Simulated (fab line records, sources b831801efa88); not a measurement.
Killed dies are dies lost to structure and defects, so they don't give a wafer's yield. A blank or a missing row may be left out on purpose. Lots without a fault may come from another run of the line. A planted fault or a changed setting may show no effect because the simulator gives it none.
fab line records | flow sky130
record lots=6 wafers=18 last_day=50
route steps=708 shown DNWELL@41 PWDE@45 NWELL@56 PAD_OPEN@708
lots that met no fault: from a run of the same line without faults
start_h: hours from the record's first day to the start of the lot's first wafer shown | wait_h: hours since the lot's step before | " the same as in the row above | L1.1+2: a row that stands for several wafers | - no value, or no start given | * or withheld: withheld | < > ~ a bound
route shown NAME@n: a module of which the file shows steps, and the number in the route of the first | usual: mean/standard deviation of fault-free wafers | same: alike in all rows | chamber/n: place in a boat | sites: the reading at each site | _std_site: their standard deviation | _edge_site: outer sites' mean less inner sites' | radius_mm: how far each site lies from the wafer's centre | mask NAME#n: copy n | behind: the tool/chamber that last shaped the wafer | hold: why the lot was held/for how many hours/how that ended | device: the transistor (n, p or np) that didn't switch | end of line: the same wafers' tests at the end of the route | a step without rows: its recipe alone | killed: dies lost to structure and defects at the first sort, not the wafer's yield | map: a wafer's dies, x killed, . not, _ none there
set.NAME: the setting as run; set.NAME@STEP: as run at that earlier step | model.NAME: the simulator's own value behind a step, which no gauge read
lots at some steps of the route; a table a step, a row a wafer
services: from which hour (start_h, from the record's first day; less than 0 if before it) a tool's chamber was out of use, for how many hours, and why
## steps
# step SKY_DNWELL_DEVELOP_06
# recipe wall_angle_deg=90 developer=TMAH develop_time_s=60 dev_temp_c=23
# step SKY_DNWELL_IMPLANT_07
# recipe species=P energy_kev=withheld dose_cm2=withheld tilt_deg=withheld
# step SKY_DNWELL_STRIP_08
# recipe chemistry=O2/N2 power_w=1400 pressure_mtorr=1500 platen_temp_c=withheld o2_flow_sccm=3000 n2_flow_sccm=300 overash_fraction=0.5
# usual drypump_motor_current_A=5.8/0.46 oes_product_au=0.723/0.0043 strip_time_to_endpoint_s=36.90/0.1
# columns lot.wafer tool chamber start_h wait_h drypump_motor_current_A oes_product_au rf_hours_counter_h strip_time_to_endpoint_s
L770.1 plasma_asher-04 0 95.76 0.1 5.4 0.727 43 36.94
L770.2 " 1 " " 6.6 0.719 43 36.84
L770.5 " 0 " " 5.4 0.718 - 36.83
L771.2 plasma_asher-02 1 100.89 0.1 5.6 0.726 41 36.82
L771.3 " 1 " " 5.6 0.721 - 36.85
L771.4 " 0 " " 5.9 0.721 - 36.80
L773.2 plasma_asher-01 0 112.28 0.1 5.3 0.721 44 36.81
L773.3 " 0 " " 5.3 0.725 - 36.93
L773.5 " 1 " " 6.3 0.725 - 36.78
L778.3 plasma_asher-02 1 137.09 0.1 5.6 0.727 - 36.81
L778.4 " 0 " " 5.9 0.724 - 36.84
L778.5 " 0 " " 5.9 0.725 - 36.77
L783.1 plasma_asher-01 1 166.71 0.1 6.3 0.720 49 36.80
L783.2 " 0 " " 5.3 0.720 49 36.84
L783.4 " 1 " " 6.3 0.733 - 36.87
L785.2 plasma_asher-02 0 181.48 0.1 5.9 0.728 50 37.01
L785.3 " 0 " " 5.9 0.720 - 36.95
L785.4 " 1 " " 5.6 0.724 - 37.03
# step SKY_DNWELL_TW_MEAS_09
# usual DNWELL_TW=1120/9
# columns lot.wafer tool chamber start_h wait_h DNWELL_TW
L770.1 film_metro-04 - 95.86 0.1 1126
L770.2 " - " " 1125
L770.5 " - " " 1125
L771.2 film_metro-04 - 101.00 0.1 1119
L771.3 " - " " 1104
L771.4 " - " " 1110
L773.2 film_metro-01 - 112.39 0.1 1115
L773.3 " - " " 1119
L773.5 " - " " 1117
L778.3 film_metro-02 - 137.18 0.1 1131
L778.4 " - " " 1138
L778.5 " - " " 1132
L783.1 film_metro-01 - 166.81 0.1 1114
L783.2 " - " " 1117
L783.4 " - " " 1114
L785.2 film_metro-04 - 181.59 0.1 1117
L785.3 " - " " 1115
L785.4 " - " " 1120
# step SKY_PWDE_DEHYDRATE_00
# recipe temp_c=200 time_s=60
# step SKY_PWDE_HMDS_01
# recipe prime_time_s=60 prime_temp_c=120
# step SKY_PWDE_COAT_02
# recipe spin_rpm=2000 resist_thk_nm=3000
# step SKY_PWDE_SOFTBAKE_03
# recipe temp_c=110 time_s=withheld
# step SKY_PWDE_EXPOSE_04
# recipe mask_id=PWDEM na=0.6 source_shape=conventional sigma_outer=0.6 polarization=unpolarized target_cd_nm=840 dose_mj=214
# step SKY_PWDE_PEB_05
# recipe temp_c=115 time_s=withheld
# step SKY_PWDE_DEVELOP_06
# recipe wall_angle_deg=90 developer=TMAH develop_time_s=60 dev_temp_c=23
# step SKY_PWDE_OVL_MEAS_07
# usual PWDE_OVL=-0.1/1.2
# columns lot.wafer tool chamber start_h wait_h PWDE_OVL[nm]
L770.1 overlay-02 - 113.78 - -3.3
L770.2 " - " " -1.0
L770.5 " - " " -1.8
L771.2 overlay-02 - 118.71 - -0.4
L771.3 " - " " 0.3
L771.4 " - " " 1.7
L773.2 overlay-01 - 130.21 - 1.5
L773.3 " - " " 0.7
L773.5 " - " " 1.1
L778.3 overlay-01 - 155.90 - 0.0
L778.4 " - " " 0.1
L778.5 " - " " -1.7
L783.1 overlay-01 - 188.32 - 1.9
L783.2 " - " " 0.2
L783.4 " - " " 0.0
L785.2 overlay-02 - 203.22 - 0.7
L785.3 " - " " 0.7
L785.4 " - " " 2.2
# step SKY_PWDE_IMPLANT_08
# recipe species=B energy_kev=150 dose_cm2=3.6e+12 tilt_deg=withheld
# usual dose_ions_cm2=3.6e+12/3.9e+09 faraday_current_uA=20.4/0.38
# columns lot.wafer tool chamber start_h wait_h dose_ions_cm2 faraday_current_uA
L770.1 implanter-04 0 113.82 0.0 3.598e+12 20.5
L770.2 " 0 " " 3.596e+12 20.1
L770.5 " 0 " " 3.594e+12 20.7
L771.2 implanter-04 0 118.77 0.0 3.598e+12 20.8
L771.3 " 0 " " 3.599e+12 19.7
L771.4 " 0 " " 3.593e+12 21.1
L773.2 implanter-02 0 130.27 0.0 3.595e+12 20.2
L773.3 " 0 " " 3.604e+12 20.3
L773.5 " 0 " " 3.599e+12 20.4
L778.3 implanter-04 0 156.09 0.2 2.755e+12 15.7
L778.4 " 0 " " 2.755e+12 16.1
L778.5 " 0 " " 2.758e+12 16.1
L783.1 implanter-04 0 188.35 0.0 2.753e+12 15.1
L783.2 " 0 " " 2.758e+12 15.8
L783.4 " 0 " " 2.756e+12 15.7
L785.2 implanter-02 0 203.28 0.0 3.602e+12 20.3
L785.3 " 0 " " 3.599e+12 20.3
L785.4 " 0 " " 3.598e+12 20.4
# step SKY_PWDE_STRIP_09
# recipe chemistry=O2/N2 power_w=1400 pressure_mtorr=1500 platen_temp_c=withheld o2_flow_sccm=3000 n2_flow_sccm=300 overash_fraction=0.5
# usual drypump_motor_current_A=5.9/0.51 oes_product_au=0.722/0.0043 strip_time_to_endpoint_s=36.89/0.1
# columns lot.wafer tool chamber start_h wait_h drypump_motor_current_A oes_product_au rf_hours_counter_h strip_time_to_endpoint_s
L770.1 plasma_asher-01 0 113.97 0.1 5.3 0.720 44 36.63
L770.2 " 1 " " 6.3 0.717 44 36.78
L770.5 " 0 " " 5.3 0.723 - 36.81
L771.2 plasma_asher-04 1 118.89 0.1 6.6 0.726 0 36.91
L771.3 " 0 " " 5.3 0.725 - 36.92
L771.4 " 1 " " 6.6 0.720 - 36.90
L773.2 plasma_asher-01 0 130.39 0.1 5.3 0.729 46 37.05
L773.3 " 1 " " 6.3 0.729 - 37.05
L773.5 " 1 " " 6.3 0.721 - 36.98
L778.3 plasma_asher-04 1 156.23 0.1 6.6 0.722 - 37.07
L778.4 " 0 " " 5.3 0.723 - 36.89
L778.5 " 0 " " 5.3 0.720 - 36.96
L783.1 plasma_asher-03 1 188.50 0.1 5.7 0.722 33 36.89
L783.2 " 0 " " 6.3 0.717 33 36.96
L783.4 " 1 " " 5.7 0.723 - 36.91
L785.2 plasma_asher-01 0 203.40 0.1 5.3 0.723 53 36.75
L785.3 " 1 " " 6.2 0.724 - 36.65
L785.4 " 0 " " 5.3 0.723 - 36.71
# step SKY_PWDE_TW_MEAS_10
# usual PWDE_TW=374.4/2.7
# columns lot.wafer tool chamber start_h wait_h PWDE_TW
L770.1 film_metro-01 - 114.07 0.1 374.1
L770.2 " - " " 374.9
L770.5 " - " " 376.1
L771.2 film_metro-02 - 119.00 0.1 382.4
L771.3 " - " " 380.7
L771.4 " - " " 382.3
L773.2 film_metro-01 - 130.50 0.1 371.2
L773.3 " - " " 372.0
L773.5 " - " " 372.3
L778.3 film_metro-01 - 156.31 0.1 345.0
L778.4 " - " " 342.8
L778.5 " - " " 345.4
L783.1 film_metro-01 - 188.60 0.1 343.4
L783.2 " - " " 344.7
L783.4 " - " " 342.8
L785.2 film_metro-04 - 203.51 0.1 372.6
L785.3 " - " " 370.5
L785.4 " - " " 372.8
# step SKY_NWELL_DEHYDRATE_03
# recipe temp_c=200 time_s=60
# step SKY_NWELL_HMDS_04
# recipe prime_time_s=60 prime_temp_c=120
# step SKY_NWELL_COAT_05
# recipe spin_rpm=2000 resist_thk_nm=3000
# step SKY_NWELL_SOFTBAKE_06
# recipe temp_c=110 time_s=withheld
# step SKY_NWELL_EXPOSE_07
# recipe mask_id=NWM na=0.6 source_shape=conventional sigma_outer=0.6 polarization=unpolarized target_cd_nm=840 dose_mj=255
# step SKY_NWELL_PEB_08
# recipe temp_c=115 time_s=withheld
# step SKY_NWELL_DEVELOP_09
# recipe wall_angle_deg=90 developer=TMAH develop_time_s=60 dev_temp_c=23
# step SKY_NWELL_OVL_MEAS_10
# usual NWELL_00_OVL=-0.3/1.4
# columns lot.wafer tool chamber start_h wait_h NWELL_00_OVL[nm]
L770.1 overlay-02 - 132.57 - -0.7
L770.2 " - " " -1.6
L770.5 " - " " 0.6
L771.2 overlay-01 - 137.26 - -1.8
L771.3 " - " " -1.0
L771.4 " - " " -2.4
L773.2 overlay-01 - 149.76 - -1.1
L773.3 " - " " -0.2
L773.5 " - " " -0.1
L778.3 overlay-01 - 175.87 - 3.0
L778.4 " - " " 0.6
L778.5 " - " " 2.0
L783.1 overlay-02 - 210.11 - -1.2
L783.2 " - " " -0.9
L783.4 " - " " -0.6
L785.2 overlay-02 - 225.92 - -0.3
L785.3 " - " " -0.6
L785.4 " - " " -0.4
# step SKY_NWELL_IMPLANT_11
# recipe species=P energy_kev=400 dose_cm2=1.9e+13 tilt_deg=withheld
# step SKY_NWELL_IMPLANT_12
# recipe species=P energy_kev=120 dose_cm2=1.3e+12 tilt_deg=withheld
# step SKY_NWELL_IMPLANT_13
# recipe species=P energy_kev=50 dose_cm2=7e+11 tilt_deg=withheld
# step SKY_NWELL_STRIP_14
# recipe chemistry=O2/N2 power_w=1400 pressure_mtorr=1500 platen_temp_c=withheld o2_flow_sccm=3000 n2_flow_sccm=300 overash_fraction=0.5
# usual drypump_motor_current_A=5.9/0.44 oes_product_au=0.723/0.0051 strip_time_to_endpoint_s=36.86/0.087
# columns lot.wafer tool chamber start_h wait_h drypump_motor_current_A oes_product_au rf_hours_counter_h strip_time_to_endpoint_s
L770.1 plasma_asher-02 1 133.05 0.1 5.6 0.724 45 36.79
L770.2 " 0 " " 5.9 0.724 45 36.87
L770.5 " 1 " " 5.6 0.726 - 36.88
L771.2 plasma_asher-03 1 137.74 0.1 5.7 0.716 28 36.87
L771.3 " 0 " " 6.3 0.734 - 36.84
L771.4 " 1 " " 5.7 0.728 - 36.84
L773.2 plasma_asher-02 0 150.24 0.1 5.9 0.724 47 36.95
L773.3 " 1 " " 5.6 0.723 - 36.94
L773.5 " 1 " " 5.6 0.733 - 36.92
L778.3 plasma_asher-04 1 176.38 0.1 6.6 0.719 - 36.85
L778.4 " 0 " " 5.3 0.721 - 36.80
L778.5 " 0 " " 5.4 0.723 - 36.81
L783.1 plasma_asher-03 1 210.59 0.1 5.7 0.720 35 36.87
L783.2 " 0 " " 6.3 0.720 35 36.88
L783.4 " 1 " " 5.7 0.723 - 36.83
L785.2 plasma_asher-04 1 226.40 0.1 6.6 0.724 10 36.96
L785.3 " 0 " " 5.3 0.720 - 36.89
L785.4 " 1 " " 6.6 0.723 - 36.94
# step SKY_NWELL_TW_MEAS_15
# usual NWELL_TW=1824/9.4
# columns lot.wafer tool chamber start_h wait_h NWELL_TW
L770.1 film_metro-04 - 133.15 0.1 1840
L770.2 " - " " 1821
L770.5 " - " " 1837
L771.2 film_metro-04 - 137.85 0.1 1836
L771.3 " - " " 1837
L771.4 " - " " 1829
L773.2 film_metro-01 - 150.35 0.1 1825
L773.3 " - " " 1820
L773.5 " - " " 1820
L778.3 film_metro-01 - 176.46 0.1 1818
L778.4 " - " " 1822
L778.5 " - " " 1809
L783.1 film_metro-04 - 210.69 0.1 1822
L783.2 " - " " 1822
L783.4 " - " " 1812
L785.2 film_metro-02 - 226.51 0.1 1830
L785.3 " - " " 1827
L785.4 " - " " 1820
# step SKY_NWELL_DEHYDRATE_16
# recipe temp_c=200 time_s=60
# step SKY_NWELL_HMDS_17
# recipe prime_time_s=60 prime_temp_c=120
# step SKY_NWELL_COAT_18
# recipe spin_rpm=2000 resist_thk_nm=3000
# step SKY_NWELL_SOFTBAKE_19
# recipe temp_c=110 time_s=withheld
# step SKY_NWELL_EXPOSE_20
# recipe mask_id=NWM_COMPLEMENT na=0.6 source_shape=conventional sigma_outer=0.6 polarization=unpolarized target_cd_nm=840 dose_mj=260
# step SKY_NWELL_PEB_21
# recipe temp_c=115 time_s=withheld
# step SKY_NWELL_DEVELOP_22
# recipe wall_angle_deg=90 developer=TMAH develop_time_s=60 dev_temp_c=23
# step SKY_NWELL_OVL_MEAS_23
# usual NWELL_01_OVL=-0.5/1.5
# columns lot.wafer tool chamber start_h wait_h NWELL_01_OVL[nm]
L770.1 overlay-02 - 152.91 - 0.1
L770.2 " - " " -1.2
L770.5 " - " " 0.0
L771.2 overlay-01 - 157.11 - -1.2
L771.3 " - " " -2.1
L771.4 " - " " 1.9
L773.2 overlay-01 - 169.86 - -2.0
L773.3 " - " " -0.5
L773.5 " - " " -1.1
L778.3 overlay-01 - 197.32 - -0.3
L778.4 " - " " 1.3
L778.5 " - " " -0.8
L783.1 overlay-02 - 233.47 - -0.9
L783.2 " - " " -0.3
L783.4 " - " " 1.3
L785.2 overlay-02 - 249.77 - -0.9
L785.3 " - " " 0.5
L785.4 " - " " 1.4
# step SKY_NWELL_IMPLANT_24
# recipe species=B energy_kev=140 dose_cm2=9.2e+12 tilt_deg=withheld
# step SKY_NWELL_STRIP_25
# recipe chemistry=O2/N2 power_w=1400 pressure_mtorr=1500 platen_temp_c=withheld o2_flow_sccm=3000 n2_flow_sccm=300 overash_fraction=0.5
# usual drypump_motor_current_A=5.9/0.45 oes_product_au=0.723/0.0048 strip_time_to_endpoint_s=36.87/0.086
# columns lot.wafer tool chamber start_h wait_h drypump_motor_current_A oes_product_au rf_hours_counter_h strip_time_to_endpoint_s
L770.1 plasma_asher-03 0 153.09 0.1 6.3 0.724 29 37.07
L770.2 " 1 " " 5.7 0.718 29 37.07
L770.5 " 0 " " 6.3 0.713 - 37.06
L771.2 plasma_asher-02 0 157.29 0.1 5.9 0.725 47 37.02
L771.3 " 0 " " 5.9 0.726 - 36.87
L771.4 " 1 " " 5.6 0.718 - 36.99
L773.2 plasma_asher-04 0 170.04 0.1 5.3 0.724 5 36.82
L773.3 " 1 " " 6.6 0.722 - 36.77
L773.5 " 0 " " 5.3 0.716 - 36.90
L778.3 plasma_asher-03 1 197.53 0.1 5.7 0.714 - 36.79
L778.4 " 0 " " 6.3 0.710 - 36.89
L778.5 " 0 " " 6.3 0.725 - 36.89
L783.1 plasma_asher-04 1 233.65 0.1 6.6 0.720 11 36.77
L783.2 " 0 " " 5.3 0.718 11 36.93
L783.4 " 0 " " 5.3 0.731 - 36.92
L785.2 plasma_asher-02 0 249.95 0.1 5.9 0.720 56 36.88
L785.3 " 1 " " 5.6 0.723 - 37.03
L785.4 " 0 " " 5.9 0.719 - 36.95
# step SKY_NWELL_TW_MEAS_26
# usual NWELL_2_TW=497.8/2.7
# columns lot.wafer tool chamber start_h wait_h NWELL_2_TW
L770.1 film_metro-01 - 153.19 0.1 492.3
L770.2 " - " " 496.2
L770.5 " - " " 496.8
L771.2 film_metro-04 - 157.40 0.1 498.6
L771.3 " - " " 498.5
L771.4 " - " " 498.8
L773.2 film_metro-02 - 170.15 0.1 501.1
L773.3 " - " " 498.3
L773.5 " - " " 499.8
L778.3 film_metro-02 - 197.61 0.1 501.8
L778.4 " - " " 498.7
L778.5 " - " " 500.7
L783.1 film_metro-01 - 233.75 0.1 498.7
L783.2 " - " " 498.3
L783.4 " - " " 502.2
L785.2 film_metro-02 - 250.06 0.1 500.9
L785.3 " - " " 502.4
L785.4 " - " " 499.3
# step SKY_NWELL_CLEAN_27
# recipe chemistry=SC1/SC2 mix=1:4:20 temp_c=70 time_s=150 dry=n2_spin
# step SKY_NWELL_RTA_28
# recipe temp_c=1050 time_s=30 idle_temp_c=650 ramp_up_c_per_s=150 ramp_down_c_per_s=90 ambient=N2
# usual lamp_power_pct=25.30/0.056 wafer_temp_C_max=1054.9/0.95
# columns lot.wafer tool chamber start_h wait_h lamp_power_pct wafer_temp_C_max
L770.1 rtp_anneal-02 0 153.30 0.0 25.20 1057.0
L770.2 " 0 " " 25.21 1054.6
L770.5 " 0 " " 25.37 1053.5
L771.2 rtp_anneal-01 0 157.52 0.0 25.33 1052.5
L771.3 " 0 " " 25.36 1053.9
L771.4 " 0 " " 25.29 1053.9
L773.2 rtp_anneal-01 0 170.28 0.0 25.32 1054.6
L773.3 " 0 " " 25.38 1054.7
L773.5 " 0 " " 25.33 1054.4
L778.3 rtp_anneal-02 0 197.74 0.0 25.23 1054.3
L778.4 " 0 " " 25.24 1054.6
L778.5 " 0 " " 25.34 1054.0
L783.1 rtp_anneal-02 0 233.86 0.0 25.34 1055.6
L783.2 " 0 " " 25.35 1055.0
L783.4 " 0 " " 25.32 1055.8
L785.2 rtp_anneal-01 0 250.18 0.0 25.30 1056.3
L785.3 " 0 " " 25.20 1055.0
L785.4 " 0 " " 25.33 1054.5
# step SKY_NWELL_RS_MEAS_29
# recipe thk_meas_gauge=four-point-probe
# usual NWELL_RS=625.5/1.6
# columns lot.wafer tool chamber start_h wait_h NWELL_RS[ohm/sq]
L770.1 film_metro-04 - 153.40 0.1 623.6
L770.2 " - " " 624.8
L770.5 " - " " 624.5
L771.2 film_metro-02 - 157.62 0.1 627.3
L771.3 " - " " 628.0
L771.4 " - " " 626.1
L773.2 film_metro-01 - 170.38 0.1 627.2
L773.3 " - " " 626.3
L773.5 " - " " 627.8
L778.3 film_metro-01 - 197.84 0.1 624.8
L778.4 " - " " 625.7
L778.5 " - " " 627.2
L783.1 film_metro-04 - 233.96 0.1 623.5
L783.2 " - " " 623.2
L783.4 " - " " 624.2
L785.2 film_metro-02 - 250.28 0.1 628.0
L785.3 " - " " 628.0
L785.4 " - " " 629.0
# step SKY_NWELL_RS_MEAS_31
# recipe thk_meas_gauge=four-point-probe
# usual PWDE_RS=5283/18
# columns lot.wafer tool chamber start_h wait_h PWDE_RS[ohm/sq]
L770.1 film_metro-04 - 153.64 0.1 5262
L770.2 " - " " 5261
L770.5 " - " " 5247
L771.2 film_metro-02 - 157.86 0.1 5280
L771.3 " - " " 5287
L771.4 " - " " 5296
L773.2 film_metro-01 - 170.62 0.1 5276
L773.3 " - " " 5296
L773.5 " - " " 5289
L778.3 film_metro-01 - 198.08 0.1 6603
L778.4 " - " " 6610
L778.5 " - " " 6624
L783.1 film_metro-04 - 234.20 0.1 6552
L783.2 " - " " 6552
L783.4 " - " " 6563
L785.2 film_metro-02 - 250.52 0.1 5280
L785.3 " - " " 5265
L785.4 " - " " 5276
# step SKY_PAD_OPEN_PROBE_99
# usual killed_at_M0_to_M3=42/6.4 killed_at_M4_up=3.2/1.9 killed_at_contacts=24/4.8 killed_at_front_end=16/4.4 killed_at_other=0.3/0.55 killed_dies=86/8.6 killed_open=46/6.6 killed_short=39/5.7
# same gross_dies=492 killed_at_back_side=0
# columns lot.wafer tool chamber start_h wait_h killed_at_M0_to_M3 killed_at_M4_up killed_at_contacts killed_at_front_end killed_at_other killed_dies killed_open killed_short model.etest.res_p_drift_20v.line_ohm_um model.etest.res_p_drift_20v.rs_ohm_sq model.etest.res_pwde_under_gate.rs_ohm_sq
L770.1 prober-02 - 1130.70 0.1 55 3 30 13 0 101 57 44 1.012e+04 8503 6240
L770.2 prober-02 - 1130.75 0.1 38 0 28 19 0 85 49 35 1.033e+04 8694 6314
L770.5 prober-02 - 1130.90 0.2 42 2 21 13 1 79 45 33 1.007e+04 8469 6172
L771.2 prober-01 - 1132.49 0.1 47 3 31 14 0 95 51 44 1.222e+04 1.021e+04 6216
L771.3 prober-01 - 1132.54 0.2 36 4 22 20 1 83 44 39 1.238e+04 1.028e+04 6207
L771.4 prober-01 - 1132.59 0.2 35 7 24 16 1 83 32 51 1.26e+04 1.06e+04 6181
L773.2 prober-02 - 1150.53 0.1 33 2 29 19 1 84 46 38 1.117e+04 9486 6134
L773.3 prober-02 - 1150.58 0.2 39 2 25 15 0 81 46 35 1.092e+04 9226 6164
L773.5 prober-02 - 1150.68 0.2 42 1 27 25 0 95 54 41 1.05e+04 8918 6111
L778.3 prober-02 - 1163.18 0.2 46 0 32 13 1 92 46 46 1.584e+04 1.293e+04 8202
L778.4 prober-02 - 1163.23 0.2 28 6 34 11 1 80 46 34 1.573e+04 1.296e+04 8146
L778.5 prober-02 - 1163.28 0.2 39 4 30 7 1 81 43 38 1.545e+04 1.267e+04 8154
L783.1 prober-02 - 1191.57 0.1 40 2 21 20 0 83 52 31 1.383e+04 1.164e+04 8007
L783.2 prober-02 - 1191.62 0.1 45 3 13 12 0 73 37 36 1.423e+04 1.171e+04 8102
L783.4 prober-02 - 1191.72 0.2 41 1 25 16 1 84 46 38 1.406e+04 1.169e+04 8022
L785.2 prober-01 - 1205.09 0.1 26 1 32 12 0 71 37 33 1.062e+04 8772 6220
L785.3 prober-01 - 1205.14 0.2 41 6 38 15 0 100 63 37 1.026e+04 8627 6234
L785.4 prober-01 - 1205.19 0.2 51 10 29 8 0 98 50 47 1.119e+04 9380 6245
# killed by level:class
L770.1 VIA1:geometric_particle:open=11 CONTACT:geometric_particle:open=9 METAL1:geometric_particle:short=9 VIA2:geometric_particle:open=8 VIA3:geometric_particle:open=8 LI_CONTACT:geometric_particle:short=7 LI_CONTACT:geometric_particle:open=6 CONTACT:geometric_particle:short=5
L770.2 VIA1:geometric_particle:open=13 CONTACT:geometric_particle:open=9 CONTACT:geometric_particle:short=6 LI_CONTACT:geometric_particle:open=6 METAL2:geometric_particle:short=5 VIA2:geometric_particle:open=5 FIELD_ISO:geometric_particle:short=4 POLY_GATE:geometric_particle:open=4
L770.5 VIA1:geometric_particle:open=11 CONTACT:geometric_particle:open=8 METAL1:geometric_particle:short=7 VIA3:geometric_particle:open=7 LI_CONTACT:geometric_particle:open=6 VIA2:geometric_particle:open=5 VIA1:geometric_particle:short=4 METAL2:geometric_particle:short=4
L771.2 CONTACT:geometric_particle:open=14 LI_CONTACT:geometric_particle:open=9 VIA1:geometric_particle:open=8 VIA2:geometric_particle:open=7 METAL2:geometric_particle:short=6 VIA2:geometric_particle:short=5 VIA3:geometric_particle:open=5 FIELD_ISO:geometric_particle:short=4
L771.3 FIELD_ISO:geometric_particle:short=8 VIA3:geometric_particle:open=7 LI_CONTACT:geometric_particle:open=6 CONTACT:geometric_particle:open=6 VIA1:geometric_particle:open=6 VIA1:geometric_particle:short=5 LOCAL_INTERCONNECT:geometric_particle:short=5 POLY_GATE:geometric_particle:open=4
L771.4 LOCAL_INTERCONNECT:geometric_particle:short=7 CONTACT:geometric_particle:open=7 FIELD_ISO:geometric_particle:short=6 VIA1:geometric_particle:short=6 METAL2:geometric_particle:short=6 METAL4:geometric_particle:short=6 LI_CONTACT:geometric_particle:open=5 CONTACT:geometric_particle:short=4
L773.2 CONTACT:geometric_particle:open=13 VIA2:geometric_particle:open=12 FIELD_ISO:geometric_particle:short=7 LI_CONTACT:geometric_particle:open=6 LOCAL_INTERCONNECT:geometric_particle:short=5 VIA1:geometric_particle:short=5 POLY_GATE:geometric_particle:short=4 METAL2:geometric_particle:short=4
L773.3 CONTACT:geometric_particle:open=9 CONTACT:geometric_particle:short=8 VIA1:geometric_particle:open=8 VIA2:geometric_particle:open=6 VIA3:geometric_particle:open=6 FIELD_ISO:geometric_particle:open=4 POLY_GATE:geometric_particle:open=4 POLY_GATE:geometric_particle:short=4
L773.5 VIA1:geometric_particle:open=16 CONTACT:geometric_particle:open=8 FIELD_ISO:geometric_particle:open=7 CONTACT:geometric_particle:short=7 VIA2:geometric_particle:open=7 POLY_GATE:geometric_particle:short=6 LI_CONTACT:geometric_particle:open=6 FIELD_ISO:geometric_particle:short=5
L778.3 LI_CONTACT:geometric_particle:open=10 CONTACT:geometric_particle:open=10 VIA1:geometric_particle:open=9 VIA1:geometric_particle:short=8 VIA3:geometric_particle:open=7 METAL1:geometric_particle:short=6 LOCAL_INTERCONNECT:geometric_particle:short=5 CONTACT:geometric_particle:short=5
L778.4 CONTACT:geometric_particle:open=16 LI_CONTACT:geometric_particle:open=10 VIA1:geometric_particle:open=7 METAL1:geometric_particle:short=5 METAL4:geometric_particle:short=5 LI_CONTACT:geometric_particle:short=4 FIELD_ISO:geometric_particle:short=3 POLY_GATE:geometric_particle:open=3
L778.5 LI_CONTACT:geometric_particle:open=9 CONTACT:geometric_particle:open=8 VIA1:geometric_particle:open=8 VIA3:geometric_particle:open=7 LOCAL_INTERCONNECT:geometric_particle:short=7 CONTACT:geometric_particle:short=5 FIELD_ISO:geometric_particle:short=4 VIA2:geometric_particle:short=4
L783.1 CONTACT:geometric_particle:open=12 VIA3:geometric_particle:open=11 FIELD_ISO:geometric_particle:open=8 VIA1:geometric_particle:open=5 VIA2:geometric_particle:open=5 LI_CONTACT:geometric_particle:open=4 FIELD_ISO:geometric_particle:short=4 VIA1:geometric_particle:short=4
L783.2 VIA1:geometric_particle:open=7 VIA3:geometric_particle:open=7 VIA1:geometric_particle:short=6 VIA2:geometric_particle:open=6 VIA2:geometric_particle:short=5 LI_CONTACT:geometric_particle:open=4 VIA3:geometric_particle:short=4 POLY_GATE:geometric_particle:open=3
L783.4 CONTACT:geometric_particle:open=10 LI_CONTACT:geometric_particle:open=8 VIA3:geometric_particle:open=8 VIA1:geometric_particle:short=7 FIELD_ISO:geometric_particle:short=5 METAL1:geometric_particle:short=5 VIA1:geometric_particle:open=5 METAL2:geometric_particle:short=4
L785.2 CONTACT:geometric_particle:open=8 VIA3:geometric_particle:open=7 CONTACT:geometric_particle:short=6 LI_CONTACT:geometric_particle:short=5 LI_CONTACT:geometric_particle:open=5 LOCAL_INTERCONNECT:geometric_particle:short=5 METAL1:geometric_particle:short=4 VIA1:geometric_particle:open=4
L785.3 CONTACT:geometric_particle:open=15 VIA1:geometric_particle:open=10 LI_CONTACT:geometric_particle:open=9 VIA2:geometric_particle:open=9 METAL1:geometric_particle:short=7 CONTACT:geometric_particle:short=6 FIELD_ISO:geometric_particle:open=4 POLY_GATE:geometric_particle:open=4
L785.4 CONTACT:geometric_particle:open=11 VIA1:geometric_particle:open=10 LI_CONTACT:geometric_particle:open=8 METAL1:geometric_particle:short=7 METAL4:geometric_particle:short=7 METAL2:geometric_particle:short=7 VIA1:geometric_particle:short=6 VIA3:geometric_particle:open=5
## services
# columns tool chamber start_h hours kind
plasma_asher-02 - 85.69 3.4 repair
plasma_asher-02 - 86.68 9.3 repair
plasma_asher-04 - 108.75 9.0 pm
plasma_asher-04 0 108.75 9.0 vent_cycle
plasma_asher-04 1 108.75 9.0 vent_cycle
plasma_asher-03 - 114.31 2.8 pm
plasma_asher-04 0 117.75 - clean
plasma_asher-04 1 117.75 - clean
implanter-04 - 129.39 3.3 pm
plasma_asher-02 - 133.16 0.7 repair
rtp_anneal-02 - 145.63 4.5 pm
plasma_asher-02 - 151.67 4.7 repair
implanter-02 - 154.95 15.8 pm
plasma_asher-01 - 172.26 2.8 pm
implanter-04 - 181.77 2.3 pm
implanter-02 - 185.27 1.6 repair
plasma_asher-04 - 203.41 2.8 pm
plasma_asher-02 - 235.35 4.8 repair
implanter-04 - 240.53 5.9 repair
## key
first_sign step=SKY_PWDE_IMPLANT_08 reading=dose_ions_cm2 direction=down sigmas=99+ usual=* struck=*
effect step=SKY_PWDE_IMPLANT_08 reading=faraday_current_uA direction=down sigmas=12 usual=20.4 struck=15.7
effect step=SKY_PWDE_TW_MEAS_10 reading=PWDE_TW direction=down sigmas=11 usual=374.4 struck=344.0
effect step=SKY_NWELL_RS_MEAS_31 reading=PWDE_RS direction=up sigmas=71 usual=5283 struck=6584
model_effect step=SKY_PAD_OPEN_PROBE_99 value=etest.res_p_drift_20v.line_ohm_um without=1.153e+04 struck=1.486e+04
met_at SKY_PWDE_IMPLANT_08
struck_wafers L778.3,L778.4,L778.5,L783.1,L783.2,L783.4
tester_left_out L778,L783
onset_between 118.77 156.09
fault kind=process_parameter_drift tool=implanter-04 chamber=- onset_h=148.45 steps=SKY_PWDE_IMPLANT_08 channel=dose_cm2 offset=* shape=step end_h=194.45 acts_in=* stated=*
# tester_left_out: of these lots the tester's yield and bins aren't shown, on N5 and GAA mostly nor the transistor test; their killed dies are dies lost to structure and defects alone, not to doping, threshold or leakage, so they don't give the yield
